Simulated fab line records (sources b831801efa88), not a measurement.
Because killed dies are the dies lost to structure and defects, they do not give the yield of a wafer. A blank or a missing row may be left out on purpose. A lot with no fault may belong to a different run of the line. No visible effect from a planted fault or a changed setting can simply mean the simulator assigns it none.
The tool behind it: which one?    flow gf180mcu    Sampling: 13 lots, 39 wafers, 4 of 602 route steps

WHAT EACH GAUGE READ, for each wafer
The record lacks any reading of a measuring or inspecting step that a usual standard deviation could be used to judge.

WHICH TOOL RAN EACH LOT (tool, then ch and the chambers of the sampled wafers, then the start)
lot   GF_SALICIDE_RTA_08                GF_M2_SPUTTER_02              GF_M2_METAL_ETCH_16                GF_V3_CVD_02
L330  rtp_anneal-01 ch 0, day 15 11:05  pvd_sputter-04, day 18 10:40  rie_metal-03 ch 0,1, day 19 11:32  pecvd-04 ch 0,1,2, day 21 14:17
L333  rtp_anneal-01 ch 0, day 16 07:47  pvd_sputter-04, day 19 11:54  rie_metal-03 ch 0,1, day 20 11:29  pecvd-01 ch 0,1, day 22 14:25
L334  rtp_anneal-02 ch 0, day 16 12:33  pvd_sputter-02, day 19 14:59  rie_metal-01 ch 0,1, day 20 14:11  pecvd-03 ch 0,1, day 22 17:56
L335  rtp_anneal-01 ch 0, day 16 21:06  pvd_sputter-02, day 20 00:29  rie_metal-01 ch 0,1, day 21 00:25  pecvd-03 ch 0,1,2, day 23 02:17
L336  rtp_anneal-02 ch 0, day 17 01:55  pvd_sputter-04, day 20 05:34  rie_metal-01 ch 0,1, day 21 05:48  pecvd-03 ch 0,1, day 23 08:19
L338  rtp_anneal-01 ch 0, day 18 04:59  pvd_sputter-04, day 21 11:16  rie_metal-01 ch 0,1, day 22 10:59  pecvd-01 ch 1,2, day 24 12:05
L339  rtp_anneal-02 ch 0, day 18 09:53  pvd_sputter-03, day 21 16:09  rie_metal-01 ch 0,1, day 22 15:44  pecvd-01 ch 0,2, day 24 17:05
L346  rtp_anneal-02 ch 0, day 21 03:37  pvd_sputter-02, day 24 06:12  rie_metal-03 ch 1, day 25 04:15    pecvd-03 ch 0,1,2, day 27 01:37
L348  rtp_anneal-02 ch 0, day 21 20:02  pvd_sputter-04, day 24 20:35  rie_metal-01 ch 0, day 25 17:27    pecvd-03 ch 0,1, day 27 13:56
L349  rtp_anneal-01 ch 0, day 21 23:04  pvd_sputter-03, day 24 23:46  rie_metal-01 ch 0,1, day 25 21:18  pecvd-01 ch 0,1,2, day 27 18:20
L350  rtp_anneal-01 ch 0, day 22 05:35  pvd_sputter-02, day 25 06:43  rie_metal-01 ch 0,1, day 26 03:53  pecvd-03 ch 0,2, day 27 23:56
L351  rtp_anneal-02 ch 0, day 22 12:57  pvd_sputter-02, day 25 12:41  rie_metal-01 ch 0,1, day 26 10:07  pecvd-01 ch 0,2, day 28 07:43
L353  rtp_anneal-02 ch 0, day 23 04:41  pvd_sputter-04, day 26 03:28  rie_metal-04 ch 0,1, day 26 23:44  pecvd-03 ch 0,1, day 28 18:25
- GF_SALICIDE_RTA_08: time 30 s.
- GF_M2_SPUTTER_02: material AlCu, target thk 450 nm, time 23.9 s.
- GF_M2_METAL_ETCH_16: etches the open film in Cl2/BCl3, stops on SiO2, target depth 627.5 nm, time 104.6 s.
- GF_V3_CVD_02: deposits SiO2 from TEOS, target thk 850 nm, time 94.851 s.

AS READ BY THE TOOLS THEMSELVES (means over the sampled wafers that have a number; for cases with no such wafer, the mark the record gives instead)
GF_SALICIDE_RTA_08.
lot   tool           lamp_power_pct (%)  wafer_temp_C_max
L330  rtp_anneal-01  17.1                806.3
L333  rtp_anneal-01  17.1                806.9
L334  rtp_anneal-02  15.9                803.2
L335  rtp_anneal-01  17.1                807.4
L336  rtp_anneal-02  15.9                803.7
L338  rtp_anneal-01  17.1                807.4
L339  rtp_anneal-02  15.9                803.9
L346  rtp_anneal-02  15.9                803.7
L348  rtp_anneal-02  15.9                803.9
L349  rtp_anneal-01  17.1                807.2
L350  rtp_anneal-01  17.1                807.0
L351  rtp_anneal-02  15.9                803.1
L353  rtp_anneal-02  16.0                804.3

GF_M2_SPUTTER_02.
lot   tool            throttle_valve_pct (%)
L330  pvd_sputter-04  29.8
L333  pvd_sputter-04  29.8
L334  pvd_sputter-02  30.5
L335  pvd_sputter-02  30.6
L336  pvd_sputter-04  31.0
L338  pvd_sputter-04  30.0
L339  pvd_sputter-03  30.8
L346  pvd_sputter-02  30.3
L348  pvd_sputter-04  29.5
L349  pvd_sputter-03  31.0
L350  pvd_sputter-02  30.6
L351  pvd_sputter-02  30.5
L353  pvd_sputter-04  30.4

GF_M2_METAL_ETCH_16.
lot   tool          bias_w (W)  drypump_motor_current_A (A)  oes_product_au (a.u.)  throttle_valve_pct (%)
L330  rie_metal-03  139.9       6.2                          0.970                  28.260
L333  rie_metal-03  139.9       5.9                          0.966                  28.267
L334  rie_metal-01  139.9       5.3                          0.973                  28.256
L335  rie_metal-01  139.5       5.5                          0.970                  28.254
L336  rie_metal-01  125.8       5.3                          0.967                  28.251
L338  rie_metal-01  125.8       5.3                          0.964                  28.265
L339  rie_metal-01  125.6       5.4                          0.971                  28.249
L346  rie_metal-03  139.9       5.6                          0.972                  28.248
L348  rie_metal-01  140.1       5.1                          0.968                  28.256
L349  rie_metal-01  140.0       5.4                          0.972                  28.249
L350  rie_metal-01  139.6       5.3                          0.970                  28.256
L351  rie_metal-01  140.2       5.4                          0.976                  28.247
L353  rie_metal-04  140.3       6.2                          0.970                  28.253

GF_V3_CVD_02.
lot   tool      heater_power_w (W)
L330  pecvd-04  708
L333  pecvd-01  717
L334  pecvd-03  666
L335  pecvd-03  661
L336  pecvd-03  626
L338  pecvd-01  638
L339  pecvd-01  745
L346  pecvd-03  634
L348  pecvd-03  623
L349  pecvd-01  699
L350  pecvd-03  553
L351  pecvd-01  700
L353  pecvd-03  632

THE ANSWER, worked out from the rows above alone
Rule: usual is defined by the lots themselves. Put in order of their means at a reading, lots are off if they are a third of the lots or fewer, leave a main group of 4 or more, and stand apart from it by a gap of 3 or more times the standard deviation of the main group's means; of several such gaps the widest counts. The tables above print the reading to a certain number of digits; a main group whose means all agree to those digits is not used. A lot without any number at a reading at which 4 lots or more have one is off too. The other lots that the step has rows for count as sound. First the gauges in route order, then the tools' own readings, where a lot's mean is used as printed above. At the first step where some lot is off, the reading lying furthest off is the one used; lots without a number count as furthest.
Off: L336, L338, L339, at GF_M2_METAL_ETCH_16 (bias_w). The main group has a mean of 139.9 W with a standard deviation of 0.23.
A tool fits if, at that step or a process step before it, it ran every lot that is off, and no sound lot after the first of them. Of those tried, none fits.

WHAT WAS PUT IN BY THE SIMULATOR
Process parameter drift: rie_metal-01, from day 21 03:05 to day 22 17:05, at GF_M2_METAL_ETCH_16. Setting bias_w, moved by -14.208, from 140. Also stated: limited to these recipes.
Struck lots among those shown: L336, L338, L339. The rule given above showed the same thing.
